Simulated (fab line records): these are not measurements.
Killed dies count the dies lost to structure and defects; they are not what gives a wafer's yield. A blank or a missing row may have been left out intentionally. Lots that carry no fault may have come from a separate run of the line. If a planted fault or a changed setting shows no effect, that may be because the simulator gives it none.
fab line records ; flow sfqLine
record lots=15; wafers=45; lastDay=97
route steps=325 shown JJ@192 R5@216 I5@232
lots that met no fault: taken from a fault-free run of the same line
startH: hours from the record's opening day to when the first of the lot's shown wafers began ; waitH: time in hours since the lot's previous step ; " as in the row above ; L1.1+2: a single row standing in for several wafers ; - no value present, or no start provided ; * or withheld: withheld ; < > ~ a bound
route shown NAME@n: NAME is a module with steps in the file, n the number in the route of the first one ; usual: the fault-free wafers' mean and standard deviation ; same: alike in all rows ; chamber/n: place in a boat ; sites: each site's reading ; _std_site: standard deviation of those values ; _edge_site: inner sites' mean taken away from outer sites' mean ; radiusMm: how far each site lies from the wafer's centre ; mask NAME#n: copy n ; behind: the last tool/chamber to shape the wafer ; hold: why the lot was held/for how many hours/how that ended ; device: the n, p or np transistor that did not switch ; end of line: the route-end tests of the same wafers ; a step with no rows: only its recipe ; killed: not the wafer's yield, but the dies lost to structure and defects at the first sort ; map: dies across one wafer; x = killed, . = not, _ = none there
set.NAME: setting as actually run; set.NAME@STEP: the setting as run at that earlier step ; model.NAME: the simulator's own value behind a step, which no gauge read
a sample of lots followed through the steps of the route, with each step as a table and each wafer as a row
services: a tool's chamber out of use, with start hour (startH, from the record's first day; less than 0 if before it), hours out, and reason
## steps
# step SFQ_TRILAYER_JJ_CE_METRO_MEASURE_117
# usual cdNm=704.2/1.2
lot.wafer;tool;chamber;startH;waitH;cdNm
L822.1;cdSem-02;-;1546.97;0.0;702.5
L822.2;cdSem-02;-;1546.97;0.0;702.3
L822.5;cdSem-02;-;1546.97;0.0;703.1
L827.1;cdSem-02;-;1573.81;0.0;705.8
L827.3;cdSem-02;-;1573.81;0.0;705.9
L827.6;cdSem-02;-;1573.81;0.0;704.8
L828.3;cdSem-01;-;1611.85;0.4;704.2
L828.4;cdSem-01;-;1611.85;0.4;704.5
L828.6;cdSem-01;-;1611.85;0.4;704.0
L829.3;cdSem-02;-;1617.85;0.4;704.4
L829.4;cdSem-02;-;1617.85;0.4;702.6
L829.5;cdSem-02;-;1617.85;0.4;705.0
L831.3;cdSem-02;-;1631.05;0.4;704.1
L831.5;cdSem-02;-;1631.05;0.4;703.2
L831.6;cdSem-02;-;1631.05;0.4;704.7
L833.1;cdSem-02;-;1642.83;0.0;704.0
L833.2;cdSem-02;-;1642.83;0.0;704.6
L833.4;cdSem-02;-;1642.83;0.0;702.9
L834.3;cdSem-01;-;1649.23;0.4;704.0
L834.4;cdSem-01;-;1649.23;0.4;703.2
L834.5;cdSem-01;-;1649.23;0.4;703.7
L835.1;cdSem-02;-;1697.08;0.0;704.2
L835.3;cdSem-02;-;1697.08;0.0;703.3
L835.6;cdSem-02;-;1697.08;0.0;704.2
L836.2;cdSem-01;-;1698.48;0.2;703.5
L836.3;cdSem-01;-;1698.48;0.2;702.4
L836.4;cdSem-01;-;1698.48;0.2;702.1
L837.3;cdSem-02;-;1699.88;0.4;703.8
L837.5;cdSem-02;-;1699.88;0.4;703.2
L837.6;cdSem-02;-;1699.88;0.4;702.9
L839.1;cdSem-02;-;1704.53;0.0;703.4
L839.3;cdSem-02;-;1704.53;0.0;703.5
L839.4;cdSem-02;-;1704.53;0.0;702.5
L840.2;cdSem-01;-;1705.68;0.2;704.1
L840.5;cdSem-01;-;1705.68;0.2;704.4
L840.6;cdSem-01;-;1705.68;0.2;703.4
L841.3;cdSem-02;-;1707.08;0.4;705.2
L841.4;cdSem-02;-;1707.08;0.4;705.0
L841.5;cdSem-02;-;1707.08;0.4;706.3
L842.2;cdSem-01;-;1709.28;0.2;704.8
L842.3;cdSem-01;-;1709.28;0.2;704.1
L842.4;cdSem-01;-;1709.28;0.2;705.0
L843.1;cdSem-02;-;1710.43;0.0;703.5
L843.5;cdSem-02;-;1710.43;0.0;703.1
L843.6;cdSem-02;-;1710.43;0.0;703.6
# step SFQ_R5_THK_MEAS_934
# recipe thkMeasGauge=xrf; reads=MoNx_of_TRILAYER_R5_DEP_SPUTTER_133
# usual R5_MONX_THK=40.0/0.42
lot.wafer;tool;chamber;startH;waitH;R5_MONX_THK[nm]
L822.1;filmMetro-02;-;1686.82;0.1;40.3
L822.2;filmMetro-02;-;1686.82;0.1;39.8
L822.5;filmMetro-02;-;1686.82;0.1;40.0
L827.1;filmMetro-02;-;1707.82;0.1;39.7
L827.3;filmMetro-02;-;1707.82;0.1;39.8
L827.6;filmMetro-02;-;1707.82;0.1;39.8
L828.3;filmMetro-02;-;1737.43;0.1;40.5
L828.4;filmMetro-02;-;1737.43;0.1;40.4
L828.6;filmMetro-02;-;1737.43;0.1;40.0
L829.3;filmMetro-01;-;1744.90;0.1;39.8
L829.4;filmMetro-01;-;1744.90;0.1;40.1
L829.5;filmMetro-01;-;1744.90;0.1;40.2
L831.3;filmMetro-01;-;1764.35;0.1;40.7
L831.5;filmMetro-01;-;1764.35;0.1;40.8
L831.6;filmMetro-01;-;1764.35;0.1;40.4
L833.1;filmMetro-01;-;1782.37;0.1;39.8
L833.2;filmMetro-01;-;1782.37;0.1;40.3
L833.4;filmMetro-01;-;1782.37;0.1;40.5
L834.3;filmMetro-01;-;1785.39;0.1;40.4
L834.4;filmMetro-01;-;1785.39;0.1;40.2
L834.5;filmMetro-01;-;1785.39;0.1;40.3
L835.1;filmMetro-01;-;1819.93;0.1;40.7
L835.3;filmMetro-01;-;1819.93;0.1;40.4
L835.6;filmMetro-01;-;1819.93;0.1;40.7
L836.2;filmMetro-04;-;1822.94;0.1;39.9
L836.3;filmMetro-04;-;1822.94;0.1;39.9
L836.4;filmMetro-04;-;1822.94;0.1;40.4
L837.3;filmMetro-02;-;1825.18;0.1;40.1
L837.5;filmMetro-02;-;1825.18;0.1;40.3
L837.6;filmMetro-02;-;1825.18;0.1;39.9
L839.1;filmMetro-02;-;1830.73;0.1;39.2
L839.3;filmMetro-02;-;1830.73;0.1;39.5
L839.4;filmMetro-02;-;1830.73;0.1;39.7
L840.2;filmMetro-02;-;1833.14;0.1;39.7
L840.5;filmMetro-02;-;1833.14;0.1;39.9
L840.6;filmMetro-02;-;1833.14;0.1;39.8
L841.3;filmMetro-01;-;1834.35;0.1;38.8
L841.4;filmMetro-01;-;1834.35;0.1;39.3
L841.5;filmMetro-01;-;1834.35;0.1;39.4
L842.2;filmMetro-01;-;1838.12;0.1;40.3
L842.3;filmMetro-01;-;1838.12;0.1;40.6
L842.4;filmMetro-01;-;1838.12;0.1;40.0
L843.1;filmMetro-02;-;1839.13;0.1;39.3
L843.5;filmMetro-02;-;1839.13;0.1;39.7
L843.6;filmMetro-02;-;1839.13;0.1;39.4
# step SFQ_TRILAYER_I5_LITHO_EXPOSE_145
# recipe maskId=I5; na=0.6; sourceShape=conventional; sigmaOuter=0.65; targetCdNm=700; doseMj=21.3
# usual exposureDoseMJCm2=21.299/0.02; focusOffsetNm=-0.1/0.49; reticleTempC=22.99/0.11
lot.wafer;tool;chamber;startH;waitH;mask;exposureDoseMJCm2;focusOffsetNm;reticleTempC
L822.1;krfScanner-02;0;1813.94;-;I5#0;21.305;-1.0;22.89
L822.2;krfScanner-02;0;1813.94;-;I5#0;21.280;0.1;22.96
L822.5;krfScanner-02;0;1813.94;-;I5#0;21.338;-0.4;22.91
L827.1;krfScanner-02;-;1839.66;-;I5#0;-;-;-
L827.3;krfScanner-02;-;1839.66;-;I5#0;-;-;-
L827.6;krfScanner-02;-;1839.66;-;I5#0;-;-;-
L828.3;krfScanner-02;-;1858.37;-;I5#0;-;-;-
L828.4;krfScanner-02;-;1858.37;-;I5#0;-;-;-
L828.6;krfScanner-02;-;1858.37;-;I5#0;-;-;-
L829.3;krfScanner-02;-;1862.82;-;I5#0;-;-;-
L829.4;krfScanner-02;-;1862.82;-;I5#0;-;-;-
L829.5;krfScanner-02;-;1862.82;-;I5#0;-;-;-
L831.3;krfScanner-02;0;1880.82;-;I5#0;21.286;0.7;22.95
L831.5;krfScanner-02;0;1880.82;-;I5#0;21.289;0.7;23.08
L831.6;krfScanner-02;0;1880.82;-;I5#0;21.261;0.7;23.05
L833.1;krfScanner-02;0;1892.44;-;I5#0;21.325;-0.8;22.95
L833.2;krfScanner-02;0;1892.44;-;I5#0;21.281;-0.5;23.02
L833.4;krfScanner-02;0;1892.44;-;I5#0;21.289;-0.1;22.92
L834.3;krfScanner-02;0;1896.07;-;I5#0;21.278;-0.2;22.89
L834.4;krfScanner-02;0;1896.07;-;I5#0;21.300;0.6;23.08
L834.5;krfScanner-02;0;1896.07;-;I5#0;21.271;0.2;22.92
L835.1;krfScanner-02;0;1921.78;-;I5#0;21.293;0.8;23.08
L835.3;krfScanner-02;0;1921.78;-;I5#0;21.335;0.0;23.13
L835.6;krfScanner-02;0;1921.78;-;I5#0;21.345;0.0;23.11
L836.2;krfScanner-02;0;1923.82;-;I5#0;21.277;-0.8;23.04
L836.3;krfScanner-02;0;1923.82;-;I5#0;21.283;0.0;23.12
L836.4;krfScanner-02;0;1923.82;-;I5#0;21.288;0.4;22.98
L837.3;krfScanner-02;0;1930.02;-;I5#0;21.278;0.1;22.85
L837.5;krfScanner-02;0;1930.02;-;I5#0;21.293;0.5;23.08
L837.6;krfScanner-02;0;1930.02;-;I5#0;21.314;1.0;22.87
L839.1;krfScanner-02;0;1934.42;-;I5#0;21.282;-0.1;23.18
L839.3;krfScanner-02;0;1934.42;-;I5#0;21.295;0.3;23.15
L839.4;krfScanner-02;0;1934.42;-;I5#0;21.303;0.1;23.22
L840.2;krfScanner-02;0;1939.42;-;I5#0;21.324;0.2;22.95
L840.5;krfScanner-02;0;1939.42;-;I5#0;21.317;0.5;22.82
L840.6;krfScanner-02;0;1939.42;-;I5#0;21.269;0.0;22.88
L841.3;krfScanner-02;0;1942.02;-;I5#0;21.305;-0.2;22.95
L841.4;krfScanner-02;0;1942.02;-;I5#0;21.326;-0.5;22.96
L841.5;krfScanner-02;0;1942.02;-;I5#0;21.312;0.1;23.03
L842.2;krfScanner-02;0;1943.02;-;I5#0;21.284;-0.7;23.06
L842.3;krfScanner-02;0;1943.02;-;I5#0;21.262;-0.3;23.09
L842.4;krfScanner-02;0;1943.02;-;I5#0;21.285;-0.7;23.10
L843.1;krfScanner-02;0;1945.22;-;I5#0;21.284;-0.9;23.08
L843.5;krfScanner-02;0;1945.22;-;I5#0;21.297;0.3;23.18
L843.6;krfScanner-02;0;1945.22;-;I5#0;21.289;-0.9;23.04
# step SFQ_TRILAYER_I5_BARC_OPEN_VIA_ETCH_200
# recipe maskMaterial=PR; chemistry=O2; targetDepthNm=125; target=BARC; sourceW=500; biasW=80; pressureMtorr=30; timeS=41.7
# usual drypumpMotorCurrentA=5.9/0.52; oesProductAu=0.687/0.0049
lot.wafer;tool;chamber;startH;waitH;drypumpMotorCurrentA;oesProductAu;rfHoursCounterH
L822.1;rieDiel-03;3;1815.47;0.0;4.8;0.686;1
L822.2;rieDiel-03;0;1815.47;0.0;5.6;0.683;12
L822.5;rieDiel-03;2;1815.47;0.0;6.4;0.686;-
L827.1;rieDiel-01;2;1841.19;0.0;5.6;0.694;15
L827.3;rieDiel-01;1;1841.19;0.0;6.3;0.691;18
L827.6;rieDiel-01;0;1841.19;0.0;6.3;0.685;-
L828.3;rieDiel-02;0;1859.50;0.0;6.0;0.696;3
L828.4;rieDiel-02;1;1859.50;0.0;6.7;0.691;16
L828.6;rieDiel-02;0;1859.50;0.0;6.0;0.688;-
L829.3;rieDiel-02;3;1863.95;0.0;5.3;0.682;11
L829.4;rieDiel-02;0;1863.95;0.0;6.0;0.675;3
L829.5;rieDiel-02;0;1863.95;0.0;6.0;0.684;-
L831.3;rieDiel-02;3;1881.96;0.0;5.3;0.675;11
L831.5;rieDiel-02;3;1881.96;0.0;5.3;0.683;-
L831.6;rieDiel-02;0;1881.96;0.0;6.0;0.691;-
L833.1;rieDiel-01;1;1893.97;0.0;6.2;0.689;19
L833.2;rieDiel-01;2;1893.97;0.0;5.6;0.685;16
L833.4;rieDiel-01;3;1893.97;0.0;5.8;0.677;2
L834.3;rieDiel-03;0;1897.21;0.0;5.6;0.681;14
L834.4;rieDiel-03;2;1897.21;0.0;6.4;0.681;6
L834.5;rieDiel-03;3;1897.21;0.0;4.8;0.690;-
L835.1;rieDiel-02;0;1923.31;0.0;6.0;0.684;4
L835.3;rieDiel-02;1;1923.31;0.0;6.6;0.680;17
L835.6;rieDiel-02;2;1923.31;0.0;5.7;0.681;-
L836.2;rieDiel-03;1;1925.16;0.0;6.3;0.686;14
L836.3;rieDiel-03;2;1925.16;0.0;6.4;0.683;6
L836.4;rieDiel-03;3;1925.16;0.0;4.8;0.689;4
L837.3;rieDiel-02;1;1931.16;0.0;6.6;0.696;17
L837.5;rieDiel-02;1;1931.16;0.0;6.6;0.686;-
L837.6;rieDiel-02;2;1931.16;0.0;5.7;0.689;-
L839.1;rieDiel-01;3;1935.96;0.0;5.8;0.694;2
L839.3;rieDiel-01;1;1935.96;0.0;6.2;0.692;19
L839.4;rieDiel-01;0;1935.96;0.0;6.2;0.680;12
L840.2;rieDiel-02;1;1940.76;0.0;6.7;0.692;17
L840.5;rieDiel-02;1;1940.76;0.0;6.7;0.688;-
L840.6;rieDiel-02;2;1940.76;0.0;5.8;0.695;-
L841.3;rieDiel-03;2;1943.16;0.0;6.5;0.680;6
L841.4;rieDiel-03;0;1943.16;0.0;5.6;0.690;15
L841.5;rieDiel-03;3;1943.16;0.0;4.8;0.674;-
L842.2;rieDiel-02;3;1944.36;0.0;5.3;0.681;12
L842.3;rieDiel-02;0;1944.36;0.0;6.0;0.678;5
L842.4;rieDiel-02;1;1944.36;0.0;6.7;0.685;17
L843.1;rieDiel-03;1;1946.76;0.0;6.3;0.687;14
L843.5;rieDiel-03;1;1946.76;0.0;6.3;0.689;-
L843.6;rieDiel-03;2;1946.76;0.0;6.4;0.691;-
## services
tool;chamber;startH;hours;kind
krfScanner-02;-;1565.83;0.8;pm
cdSem-02;-;1568.96;2.5;pm
cdSem-02;-;1601.91;0.4;pm
rieDiel-02;2;1626.39;5.8;repair
krfScanner-02;-;1639.91;1.0;pm
krfScanner-02;-;1651.59;1.3;pm
rieDiel-02;1;1674.25;17.0;repair
krfScanner-02;-;1694.21;3.6;pm
cdSem-02;-;1695.48;0.3;pm
krfScanner-02;-;1697.44;0.3;repair
cdSem-02;-;1714.00;10.8;pm
rieDiel-02;1;1720.25;2.9;repair
krfScanner-02;-;1735.59;0.8;pm
rieDiel-02;3;1737.06;4.9;repair
rieDiel-02;1;1751.31;3.2;repair
cdSem-02;-;1752.96;0.4;pm
cdSem-02;-;1785.58;2.2;pm
cdSem-02;-;1787.76;0.5;pm
krfScanner-02;-;1808.14;1.0;pm
krfScanner-02;-;1823.54;4.0;pm
krfScanner-02;-;1827.56;1.3;pm
cdSem-02;-;1879.48;0.6;pm
krfScanner-02;-;1903.46;0.8;pm
cdSem-02;-;1936.96;0.7;pm
## key
firstSign step=SFQ_TRILAYER_I5_LITHO_EXPOSE_145; reading=toolRecord; direction=missing
effect none on later readings
metAt SFQ_TRILAYER_I5_LITHO_EXPOSE_145
struckLots L827,L828,L829
notActingAt SFQ_TRILAYER_JJ_CE_METRO_MEASURE_117,SFQ_R5_THK_MEAS_934,SFQ_TRILAYER_I5_BARC_OPEN_VIA_ETCH_200
onsetBetween 1813.94 1839.66
fault kind=skippedStepWhole; tool=krfScanner-02; chamber=-; onsetH=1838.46; steps=SFQ_TRILAYER_I5_LITHO_EXPOSE_145; scope=struckLotsOnly
